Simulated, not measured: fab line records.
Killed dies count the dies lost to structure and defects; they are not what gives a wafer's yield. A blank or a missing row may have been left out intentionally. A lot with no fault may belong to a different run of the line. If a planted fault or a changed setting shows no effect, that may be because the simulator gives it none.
fab line records / flow sky130
[record] lots = 14 wafers = 42 lastDay = 50
route steps=708 shown SD_N@350 LI_CONTACT@364 LOCAL_INTERCONNECT@397
lots that met no fault: from a run of the same line without faults
startH: start of the lot's first displayed wafer, in hours after the record's first day / waitH: time in hours since the lot's previous step / " same as the row above / L1.1+2: a single row standing in for several wafers / - either no value or no given start / * or withheld: withheld / < > ~ a bound
route shown NAME@n: NAME is a module with steps in the file, n the number in the route of the first one / usual: mean and standard deviation over wafers with no fault / same: alike in all rows / chamber/n: place in a boat / sites: the reading at each site / _std_site: the standard deviation of these / _edge_site: mean of outer sites minus mean of inner sites / radiusMm: how far each site lies from the wafer's centre / mask NAME#n: copy n / behind: tool/chamber where the wafer was last shaped / hold: why the lot was held/for how many hours/how that ended / device: whichever transistor did not switch (one of n, p or np) / end of line: tests run on the same wafers once the route is complete / where a step has no rows: the recipe by itself / killed: dies lost to structure and defects at the first sort, not the wafer's yield / map: the dies of a wafer, with x for killed, . for not killed, _ for no die there
set.NAME: the setting that was run; set.NAME@STEP: the one run at that earlier step / model.NAME: the simulator's own value behind a step, which no gauge read
a sample of lots followed through the steps of the route, with each step as a table and each wafer as a row
services: when a tool's chamber went out of use (startH, in hours from the record's first day, below 0 if earlier), for how many hours, and the reason
[[steps]]
[step SKY_SD_N_OVL_MEAS_08]
[usual] SD_N_OVL = 0.2/1.3
lot.wafer=L929.2 tool=overlay-01 chamber=- startH=647.25 waitH=0.1 SD_N_OVL[nm]=-0.7
lot.wafer=L929.4 tool=overlay-01 chamber=- startH=647.25 waitH=0.1 SD_N_OVL[nm]=-1.0
lot.wafer=L929.5 tool=overlay-01 chamber=- startH=647.25 waitH=0.1 SD_N_OVL[nm]=-2.4
lot.wafer=L930.1 tool=overlay-01 chamber=- startH=653.79 waitH=0.1 SD_N_OVL[nm]=1.0
lot.wafer=L930.2 tool=overlay-01 chamber=- startH=653.79 waitH=0.1 SD_N_OVL[nm]=0.8
lot.wafer=L930.3 tool=overlay-01 chamber=- startH=653.79 waitH=0.1 SD_N_OVL[nm]=0.3
lot.wafer=L935.1 tool=overlay-02 chamber=- startH=706.14 waitH=0.1 SD_N_OVL[nm]=0.3
lot.wafer=L935.4 tool=overlay-02 chamber=- startH=706.14 waitH=0.1 SD_N_OVL[nm]=-2.3
lot.wafer=L935.5 tool=overlay-02 chamber=- startH=706.14 waitH=0.1 SD_N_OVL[nm]=1.4
lot.wafer=L938.1 tool=overlay-02 chamber=- startH=720.19 waitH=0.1 SD_N_OVL[nm]=-1.2
lot.wafer=L938.3 tool=overlay-02 chamber=- startH=720.19 waitH=0.1 SD_N_OVL[nm]=-0.8
lot.wafer=L938.4 tool=overlay-02 chamber=- startH=720.19 waitH=0.1 SD_N_OVL[nm]=-0.8
lot.wafer=L941.1 tool=overlay-01 chamber=- startH=758.37 waitH=0.1 SD_N_OVL[nm]=0.2
lot.wafer=L941.2 tool=overlay-01 chamber=- startH=758.37 waitH=0.1 SD_N_OVL[nm]=-1.1
lot.wafer=L941.5 tool=overlay-01 chamber=- startH=758.37 waitH=0.1 SD_N_OVL[nm]=-1.5
lot.wafer=L942.1 tool=overlay-01 chamber=- startH=759.66 waitH=0.1 SD_N_OVL[nm]=2.8
lot.wafer=L942.3 tool=overlay-01 chamber=- startH=759.66 waitH=0.1 SD_N_OVL[nm]=-0.4
lot.wafer=L942.6 tool=overlay-01 chamber=- startH=759.66 waitH=0.1 SD_N_OVL[nm]=2.4
lot.wafer=L944.1 tool=overlay-01 chamber=- startH=788.81 waitH=0.1 SD_N_OVL[nm]=0.8
lot.wafer=L944.4 tool=overlay-01 chamber=- startH=788.81 waitH=0.1 SD_N_OVL[nm]=0.7
lot.wafer=L944.5 tool=overlay-01 chamber=- startH=788.81 waitH=0.1 SD_N_OVL[nm]=1.3
lot.wafer=L946.2 tool=overlay-01 chamber=- startH=790.00 waitH=0.1 SD_N_OVL[nm]=-1.3
lot.wafer=L946.3 tool=overlay-01 chamber=- startH=790.00 waitH=0.1 SD_N_OVL[nm]=0.5
lot.wafer=L946.6 tool=overlay-01 chamber=- startH=790.00 waitH=0.1 SD_N_OVL[nm]=-0.1
lot.wafer=L945.3 tool=overlay-01 chamber=- startH=790.56 waitH=0.1 SD_N_OVL[nm]=0.4
lot.wafer=L945.5 tool=overlay-01 chamber=- startH=790.56 waitH=0.1 SD_N_OVL[nm]=0.8
lot.wafer=L945.6 tool=overlay-01 chamber=- startH=790.56 waitH=0.1 SD_N_OVL[nm]=2.1
lot.wafer=L943.1 tool=overlay-01 chamber=- startH=793.24 waitH=0.1 SD_N_OVL[nm]=-0.7
lot.wafer=L943.4 tool=overlay-01 chamber=- startH=793.24 waitH=0.1 SD_N_OVL[nm]=-0.9
lot.wafer=L943.5 tool=overlay-01 chamber=- startH=793.24 waitH=0.1 SD_N_OVL[nm]=-0.7
lot.wafer=L948.1 tool=overlay-01 chamber=- startH=800.66 waitH=0.1 SD_N_OVL[nm]=0.0
lot.wafer=L948.4 tool=overlay-01 chamber=- startH=800.66 waitH=0.1 SD_N_OVL[nm]=0.9
lot.wafer=L948.5 tool=overlay-01 chamber=- startH=800.66 waitH=0.1 SD_N_OVL[nm]=0.9
lot.wafer=L949.3 tool=overlay-02 chamber=- startH=805.71 waitH=0.1 SD_N_OVL[nm]=-1.0
lot.wafer=L949.5 tool=overlay-02 chamber=- startH=805.71 waitH=0.1 SD_N_OVL[nm]=1.7
lot.wafer=L949.6 tool=overlay-02 chamber=- startH=805.71 waitH=0.1 SD_N_OVL[nm]=-0.8
lot.wafer=L950.3 tool=overlay-02 chamber=- startH=810.87 waitH=0.1 SD_N_OVL[nm]=0.9
lot.wafer=L950.4 tool=overlay-02 chamber=- startH=810.87 waitH=0.1 SD_N_OVL[nm]=2.6
lot.wafer=L950.6 tool=overlay-02 chamber=- startH=810.87 waitH=0.1 SD_N_OVL[nm]=2.8
lot.wafer=L952.2 tool=overlay-02 chamber=- startH=828.85 waitH=0.1 SD_N_OVL[nm]=-0.1
lot.wafer=L952.4 tool=overlay-02 chamber=- startH=828.85 waitH=0.1 SD_N_OVL[nm]=-0.2
lot.wafer=L952.5 tool=overlay-02 chamber=- startH=828.85 waitH=0.1 SD_N_OVL[nm]=0.0
[step SKY_SD_N_RS_MEAS_16]
[recipe] thkMeasGauge = four-point-probe
[usual] SD_N_RS = 68.55/0.11
lot.wafer=L929.2 tool=filmMetro-01 chamber=- startH=647.99 waitH=0.1 SD_N_RS[ohm/sq]=68.55
lot.wafer=L929.4 tool=filmMetro-01 chamber=- startH=647.99 waitH=0.1 SD_N_RS[ohm/sq]=68.56
lot.wafer=L929.5 tool=filmMetro-01 chamber=- startH=647.99 waitH=0.1 SD_N_RS[ohm/sq]=68.54
lot.wafer=L930.1 tool=filmMetro-03 chamber=- startH=654.51 waitH=0.1 SD_N_RS[ohm/sq]=68.43
lot.wafer=L930.2 tool=filmMetro-03 chamber=- startH=654.51 waitH=0.1 SD_N_RS[ohm/sq]=68.55
lot.wafer=L930.3 tool=filmMetro-03 chamber=- startH=654.51 waitH=0.1 SD_N_RS[ohm/sq]=68.48
lot.wafer=L935.1 tool=filmMetro-01 chamber=- startH=706.86 waitH=0.1 SD_N_RS[ohm/sq]=68.56
lot.wafer=L935.4 tool=filmMetro-01 chamber=- startH=706.86 waitH=0.1 SD_N_RS[ohm/sq]=68.66
lot.wafer=L935.5 tool=filmMetro-01 chamber=- startH=706.86 waitH=0.1 SD_N_RS[ohm/sq]=68.69
lot.wafer=L938.1 tool=filmMetro-03 chamber=- startH=720.92 waitH=0.1 SD_N_RS[ohm/sq]=68.67
lot.wafer=L938.3 tool=filmMetro-03 chamber=- startH=720.92 waitH=0.1 SD_N_RS[ohm/sq]=68.71
lot.wafer=L938.4 tool=filmMetro-03 chamber=- startH=720.92 waitH=0.1 SD_N_RS[ohm/sq]=68.74
lot.wafer=L941.1 tool=filmMetro-01 chamber=- startH=759.09 waitH=0.1 SD_N_RS[ohm/sq]=68.49
lot.wafer=L941.2 tool=filmMetro-01 chamber=- startH=759.09 waitH=0.1 SD_N_RS[ohm/sq]=68.53
lot.wafer=L941.5 tool=filmMetro-01 chamber=- startH=759.09 waitH=0.1 SD_N_RS[ohm/sq]=68.53
lot.wafer=L942.1 tool=filmMetro-01 chamber=- startH=760.38 waitH=0.1 SD_N_RS[ohm/sq]=68.60
lot.wafer=L942.3 tool=filmMetro-01 chamber=- startH=760.38 waitH=0.1 SD_N_RS[ohm/sq]=68.28
lot.wafer=L942.6 tool=filmMetro-01 chamber=- startH=760.38 waitH=0.1 SD_N_RS[ohm/sq]=68.35
lot.wafer=L944.1 tool=filmMetro-03 chamber=- startH=789.53 waitH=0.1 SD_N_RS[ohm/sq]=68.36
lot.wafer=L944.4 tool=filmMetro-03 chamber=- startH=789.53 waitH=0.1 SD_N_RS[ohm/sq]=68.47
lot.wafer=L944.5 tool=filmMetro-03 chamber=- startH=789.53 waitH=0.1 SD_N_RS[ohm/sq]=68.48
lot.wafer=L946.2 tool=filmMetro-01 chamber=- startH=790.73 waitH=0.1 SD_N_RS[ohm/sq]=68.39
lot.wafer=L946.3 tool=filmMetro-01 chamber=- startH=790.73 waitH=0.1 SD_N_RS[ohm/sq]=68.42
lot.wafer=L946.6 tool=filmMetro-01 chamber=- startH=790.73 waitH=0.1 SD_N_RS[ohm/sq]=68.42
lot.wafer=L945.3 tool=filmMetro-03 chamber=- startH=791.31 waitH=0.1 SD_N_RS[ohm/sq]=68.58
lot.wafer=L945.5 tool=filmMetro-03 chamber=- startH=791.31 waitH=0.1 SD_N_RS[ohm/sq]=68.75
lot.wafer=L945.6 tool=filmMetro-03 chamber=- startH=791.31 waitH=0.1 SD_N_RS[ohm/sq]=68.62
lot.wafer=L943.1 tool=filmMetro-03 chamber=- startH=793.96 waitH=0.1 SD_N_RS[ohm/sq]=68.58
lot.wafer=L943.4 tool=filmMetro-03 chamber=- startH=793.96 waitH=0.1 SD_N_RS[ohm/sq]=68.54
lot.wafer=L943.5 tool=filmMetro-03 chamber=- startH=793.96 waitH=0.1 SD_N_RS[ohm/sq]=68.51
lot.wafer=L948.1 tool=filmMetro-01 chamber=- startH=801.38 waitH=0.1 SD_N_RS[ohm/sq]=68.36
lot.wafer=L948.4 tool=filmMetro-01 chamber=- startH=801.38 waitH=0.1 SD_N_RS[ohm/sq]=68.35
lot.wafer=L948.5 tool=filmMetro-01 chamber=- startH=801.38 waitH=0.1 SD_N_RS[ohm/sq]=68.43
lot.wafer=L949.3 tool=filmMetro-03 chamber=- startH=806.45 waitH=0.1 SD_N_RS[ohm/sq]=68.57
lot.wafer=L949.5 tool=filmMetro-03 chamber=- startH=806.45 waitH=0.1 SD_N_RS[ohm/sq]=68.53
lot.wafer=L949.6 tool=filmMetro-03 chamber=- startH=806.45 waitH=0.1 SD_N_RS[ohm/sq]=68.57
lot.wafer=L950.3 tool=filmMetro-03 chamber=- startH=811.62 waitH=0.1 SD_N_RS[ohm/sq]=68.53
lot.wafer=L950.4 tool=filmMetro-03 chamber=- startH=811.62 waitH=0.1 SD_N_RS[ohm/sq]=68.65
lot.wafer=L950.6 tool=filmMetro-03 chamber=- startH=811.62 waitH=0.1 SD_N_RS[ohm/sq]=68.77
lot.wafer=L952.2 tool=filmMetro-03 chamber=- startH=829.58 waitH=0.1 SD_N_RS[ohm/sq]=68.39
lot.wafer=L952.4 tool=filmMetro-03 chamber=- startH=829.58 waitH=0.1 SD_N_RS[ohm/sq]=68.60
lot.wafer=L952.5 tool=filmMetro-03 chamber=- startH=829.58 waitH=0.1 SD_N_RS[ohm/sq]=68.52
[step SKY_LI_CONTACT_CMP_02]
[recipe] material = PSG downForcePsi = 4 platenRpm = 60 padVelocityMS = 0.94248
[usual] motorCurrentA = 11.2/1 timeToEndpointS = 32.5/2.6
lot.wafer=L929.4 tool=cmp-01 chamber=1 startH=648.51 waitH=0.0 motorCurrentA=12.7 timeToEndpointS=31.4
lot.wafer=L929.2 tool=cmp-01 chamber=0 startH=648.51 waitH=0.0 motorCurrentA=10.2 timeToEndpointS=31.1
lot.wafer=L929.5 tool=cmp-01 chamber=1 startH=648.51 waitH=0.0 motorCurrentA=12.2 timeToEndpointS=28.6
lot.wafer=L930.2 tool=cmp-02 chamber=2 startH=655.05 waitH=0.0 motorCurrentA=12.6 timeToEndpointS=30.3
lot.wafer=L930.1 tool=cmp-02 chamber=3 startH=655.05 waitH=0.0 motorCurrentA=10.3 timeToEndpointS=39.5
lot.wafer=L930.3 tool=cmp-02 chamber=0 startH=655.05 waitH=0.0 motorCurrentA=11.4 timeToEndpointS=32.4
lot.wafer=L935.4 tool=cmp-02 chamber=1 startH=707.45 waitH=0.1 motorCurrentA=12.7 timeToEndpointS=31.5
lot.wafer=L935.1 tool=cmp-02 chamber=3 startH=707.45 waitH=0.1 motorCurrentA=10.3 timeToEndpointS=34.5
lot.wafer=L935.5 tool=cmp-02 chamber=0 startH=707.45 waitH=0.1 motorCurrentA=10.7 timeToEndpointS=31.5
lot.wafer=L938.3 tool=cmp-02 chamber=1 startH=721.46 waitH=0.0 motorCurrentA=12.4 timeToEndpointS=32.6
lot.wafer=L938.1 tool=cmp-02 chamber=3 startH=721.46 waitH=0.0 motorCurrentA=10.7 timeToEndpointS=36.2
lot.wafer=L938.4 tool=cmp-02 chamber=0 startH=721.46 waitH=0.0 motorCurrentA=10.7 timeToEndpointS=31.3
lot.wafer=L941.1 tool=cmp-02 chamber=1 startH=759.68 waitH=0.1 motorCurrentA=12.2 timeToEndpointS=34.4
lot.wafer=L941.2 tool=cmp-02 chamber=3 startH=759.68 waitH=0.1 motorCurrentA=10.3 timeToEndpointS=36.5
lot.wafer=L941.5 tool=cmp-02 chamber=1 startH=759.68 waitH=0.1 motorCurrentA=11.7 timeToEndpointS=33.3
lot.wafer=L942.1 tool=cmp-02 chamber=1 startH=760.92 waitH=0.1 motorCurrentA=12.8 timeToEndpointS=32.3
lot.wafer=L942.3 tool=cmp-02 chamber=2 startH=760.92 waitH=0.1 motorCurrentA=12.1 timeToEndpointS=37.2
lot.wafer=L942.6 tool=cmp-02 chamber=2 startH=760.92 waitH=0.1 motorCurrentA=12.0 timeToEndpointS=35.6
lot.wafer=L944.1 tool=cmp-01 chamber=3 startH=790.56 waitH=0.5 motorCurrentA=9.3 timeToEndpointS=36.4
lot.wafer=L944.4 tool=cmp-01 chamber=0 startH=790.56 waitH=0.5 motorCurrentA=10.2 timeToEndpointS=35.7
lot.wafer=L944.5 tool=cmp-01 chamber=3 startH=790.56 waitH=0.5 motorCurrentA=9.6 timeToEndpointS=35.2
lot.wafer=L946.3 tool=cmp-01 chamber=0 startH=791.34 waitH=0.0 motorCurrentA=10.3 timeToEndpointS=34.1
lot.wafer=L946.2 tool=cmp-01 chamber=1 startH=791.34 waitH=0.0 motorCurrentA=11.9 timeToEndpointS=31.7
lot.wafer=L946.6 tool=cmp-01 chamber=1 startH=791.34 waitH=0.0 motorCurrentA=13.0 timeToEndpointS=32.6
lot.wafer=L945.3 tool=cmp-01 chamber=2 startH=792.09 waitH=0.3 motorCurrentA=11.0 timeToEndpointS=32.0
lot.wafer=L945.6 tool=cmp-01 chamber=3 startH=792.09 waitH=0.3 motorCurrentA=9.5 timeToEndpointS=30.6
lot.wafer=L945.5 tool=cmp-01 chamber=0 startH=792.09 waitH=0.3 motorCurrentA=9.9 timeToEndpointS=30.9
lot.wafer=L943.4 tool=cmp-01 chamber=1 startH=794.53 waitH=0.0 motorCurrentA=12.5 timeToEndpointS=32.5
lot.wafer=L943.1 tool=cmp-01 chamber=3 startH=794.53 waitH=0.0 motorCurrentA=9.5 timeToEndpointS=34.1
lot.wafer=L943.5 tool=cmp-01 chamber=1 startH=794.53 waitH=0.0 motorCurrentA=12.9 timeToEndpointS=32.3
lot.wafer=L948.4 tool=cmp-02 chamber=2 startH=802.02 waitH=0.1 motorCurrentA=12.0 timeToEndpointS=30.7
lot.wafer=L948.1 tool=cmp-02 chamber=3 startH=802.02 waitH=0.1 motorCurrentA=10.2 timeToEndpointS=34.5
lot.wafer=L948.5 tool=cmp-02 chamber=1 startH=802.02 waitH=0.1 motorCurrentA=12.7 timeToEndpointS=28.8
lot.wafer=L949.3 tool=cmp-02 chamber=2 startH=807.05 waitH=0.1 motorCurrentA=11.4 timeToEndpointS=32.6
lot.wafer=L949.5 tool=cmp-02 chamber=0 startH=807.05 waitH=0.1 motorCurrentA=11.1 timeToEndpointS=33.7
lot.wafer=L949.6 tool=cmp-02 chamber=1 startH=807.05 waitH=0.1 motorCurrentA=12.3 timeToEndpointS=33.8
lot.wafer=L950.3 tool=cmp-01 chamber=0 startH=812.22 waitH=0.1 motorCurrentA=10.5 timeToEndpointS=31.4
lot.wafer=L950.4 tool=cmp-01 chamber=1 startH=812.22 waitH=0.1 motorCurrentA=12.8 timeToEndpointS=30.3
lot.wafer=L950.6 tool=cmp-01 chamber=2 startH=812.22 waitH=0.1 motorCurrentA=10.9 timeToEndpointS=31.1
lot.wafer=L952.4 tool=cmp-02 chamber=3 startH=830.10 waitH=0.0 motorCurrentA=11.2 timeToEndpointS=38.5
lot.wafer=L952.2 tool=cmp-02 chamber=0 startH=830.10 waitH=0.0 motorCurrentA=10.6 timeToEndpointS=33.3
lot.wafer=L952.5 tool=cmp-02 chamber=0 startH=830.10 waitH=0.0 motorCurrentA=10.3 timeToEndpointS=33.9
[step SKY_LOCAL_INTERCONNECT_DEVELOP_10]
[recipe] developTimeS = 60 resist = KrF-thick devTempC = 21
[usual] developerTempC = 21.00/0.11
lot.wafer=L929.2 tool=lithoTrack-03 chamber=0 startH=708 waitH=- developerTempC=20.95
lot.wafer=L929.4 tool=lithoTrack-03 chamber=0 startH=708 waitH=- developerTempC=21.08
lot.wafer=L929.5 tool=lithoTrack-03 chamber=0 startH=708 waitH=- developerTempC=21.02
lot.wafer=L930.1 tool=lithoTrack-01 chamber=0 startH=712 waitH=- developerTempC=21.13
lot.wafer=L930.2 tool=lithoTrack-01 chamber=0 startH=712 waitH=- developerTempC=21.09
lot.wafer=L930.3 tool=lithoTrack-01 chamber=0 startH=712 waitH=- developerTempC=21.00
lot.wafer=L935.1 tool=lithoTrack-01 chamber=0 startH=763 waitH=- developerTempC=21.56
lot.wafer=L935.4 tool=lithoTrack-01 chamber=0 startH=763 waitH=- developerTempC=21.57
lot.wafer=L935.5 tool=lithoTrack-01 chamber=0 startH=763 waitH=- developerTempC=21.78
lot.wafer=L938.1 tool=lithoTrack-01 chamber=0 startH=777 waitH=- developerTempC=21.99
lot.wafer=L938.3 tool=lithoTrack-01 chamber=0 startH=777 waitH=- developerTempC=21.81
lot.wafer=L938.4 tool=lithoTrack-01 chamber=0 startH=777 waitH=- developerTempC=21.73
lot.wafer=L941.1 tool=lithoTrack-03 chamber=0 startH=814 waitH=- developerTempC=20.97
lot.wafer=L941.2 tool=lithoTrack-03 chamber=0 startH=814 waitH=- developerTempC=21.04
lot.wafer=L941.5 tool=lithoTrack-03 chamber=0 startH=814 waitH=- developerTempC=20.89
lot.wafer=L942.1 tool=lithoTrack-03 chamber=0 startH=815 waitH=- developerTempC=20.77
lot.wafer=L942.3 tool=lithoTrack-03 chamber=0 startH=816 waitH=- developerTempC=20.81
lot.wafer=L942.6 tool=lithoTrack-03 chamber=0 startH=816 waitH=- developerTempC=20.79
lot.wafer=L944.1 tool=lithoTrack-04 chamber=0 startH=845 waitH=- developerTempC=20.95
lot.wafer=L944.4 tool=lithoTrack-04 chamber=0 startH=845 waitH=- developerTempC=21.08
lot.wafer=L944.5 tool=lithoTrack-04 chamber=0 startH=845 waitH=- developerTempC=20.96
lot.wafer=L946.2 tool=lithoTrack-04 chamber=0 startH=845 waitH=- developerTempC=21.00
lot.wafer=L946.3 tool=lithoTrack-04 chamber=0 startH=845 waitH=- developerTempC=20.98
lot.wafer=L946.6 tool=lithoTrack-04 chamber=0 startH=845 waitH=- developerTempC=20.94
lot.wafer=L945.3 tool=lithoTrack-01 chamber=0 startH=846 waitH=- developerTempC=21.03
lot.wafer=L945.5 tool=lithoTrack-01 chamber=0 startH=846 waitH=- developerTempC=21.07
lot.wafer=L945.6 tool=lithoTrack-01 chamber=0 startH=846 waitH=- developerTempC=20.94
lot.wafer=L943.1 tool=lithoTrack-01 chamber=0 startH=848 waitH=- developerTempC=20.97
lot.wafer=L943.4 tool=lithoTrack-01 chamber=0 startH=848 waitH=- developerTempC=20.95
lot.wafer=L943.5 tool=lithoTrack-01 chamber=0 startH=848 waitH=- developerTempC=20.88
lot.wafer=L948.1 tool=lithoTrack-01 chamber=0 startH=855 waitH=- developerTempC=21.22
lot.wafer=L948.4 tool=lithoTrack-01 chamber=0 startH=855 waitH=- developerTempC=21.14
lot.wafer=L948.5 tool=lithoTrack-01 chamber=0 startH=855 waitH=- developerTempC=20.90
lot.wafer=L949.3 tool=lithoTrack-04 chamber=0 startH=861 waitH=- developerTempC=20.88
lot.wafer=L949.5 tool=lithoTrack-04 chamber=0 startH=861 waitH=- developerTempC=21.08
lot.wafer=L949.6 tool=lithoTrack-04 chamber=0 startH=861 waitH=- developerTempC=21.07
lot.wafer=L950.3 tool=lithoTrack-01 chamber=0 startH=866 waitH=- developerTempC=20.95
lot.wafer=L950.4 tool=lithoTrack-01 chamber=0 startH=866 waitH=- developerTempC=20.96
lot.wafer=L950.6 tool=lithoTrack-01 chamber=0 startH=866 waitH=- developerTempC=21.07
lot.wafer=L952.2 tool=lithoTrack-03 chamber=0 startH=882 waitH=- developerTempC=20.83
lot.wafer=L952.4 tool=lithoTrack-03 chamber=0 startH=882 waitH=- developerTempC=20.95
lot.wafer=L952.5 tool=lithoTrack-03 chamber=0 startH=883 waitH=- developerTempC=20.85
[[services]]
tool=cmp-02 chamber=- startH=627.07 hours=1.7 kind=repair
tool=cmp-02 chamber=- startH=640.39 hours=2.5 kind=repair
tool=cmp-01 chamber=- startH=672.11 hours=12.8 kind=repair
tool=cmp-02 chamber=- startH=675.92 hours=3.5 kind=repair
tool=cmp-02 chamber=- startH=744.26 hours=4.0 kind=pm
tool=cmp-02 chamber=- startH=748.26 hours=- kind=consumableReplace:conditioner
tool=cmp-02 chamber=- startH=748.26 hours=- kind=consumableReplace:pad
tool=cmp-02 chamber=- startH=763.98 hours=7.1 kind=repair
tool=cmp-02 chamber=- startH=771.37 hours=1.0 kind=repair
tool=cmp-02 chamber=- startH=776.88 hours=11.8 kind=repair
tool=cmp-02 chamber=- startH=783.87 hours=12.0 kind=repair
tool=cmp-01 chamber=- startH=796.02 hours=7.4 kind=pm
tool=cmp-02 chamber=- startH=812.85 hours=1.7 kind=repair
tool=cmp-02 chamber=- startH=814.53 hours=3.2 kind=pm
tool=cmp-02 chamber=- startH=819.42 hours=8.4 kind=pm
tool=cmp-01 chamber=- startH=832.54 hours=1.8 kind=repair
tool=cmp-01 chamber=- startH=837.20 hours=4.2 kind=pm
[[key]]
[firstSign] step = SKY_LOCAL_INTERCONNECT_DEVELOP_10 reading = developerTempC direction = up sigmas = 6.6 usual = * struck = *
effect none on later readings
metAt SKY_LOCAL_INTERCONNECT_DEVELOP_10
struckLots L935,L938
testerLeftOut L935,L938
notActingAt SKY_SD_N_OVL_MEAS_08,SKY_SD_N_RS_MEAS_16,SKY_LI_CONTACT_CMP_02
onsetBetween 712 763
[fault] kind = processParameterDrift tool = lithoTrack-01 chamber = - onsetH = 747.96 steps = SKY_LOCAL_INTERCONNECT_DEVELOP_10 channel = devTempC offset = * shape = step endH = 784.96 actsIn = * stated = *
// testerLeftOut: of these lots the tester's yield and bins aren't shown, on N5 and GAA mostly nor the transistor test; their killed dies are dies lost to structure and defects alone, not to doping, threshold or leakage, so they don't give the yield
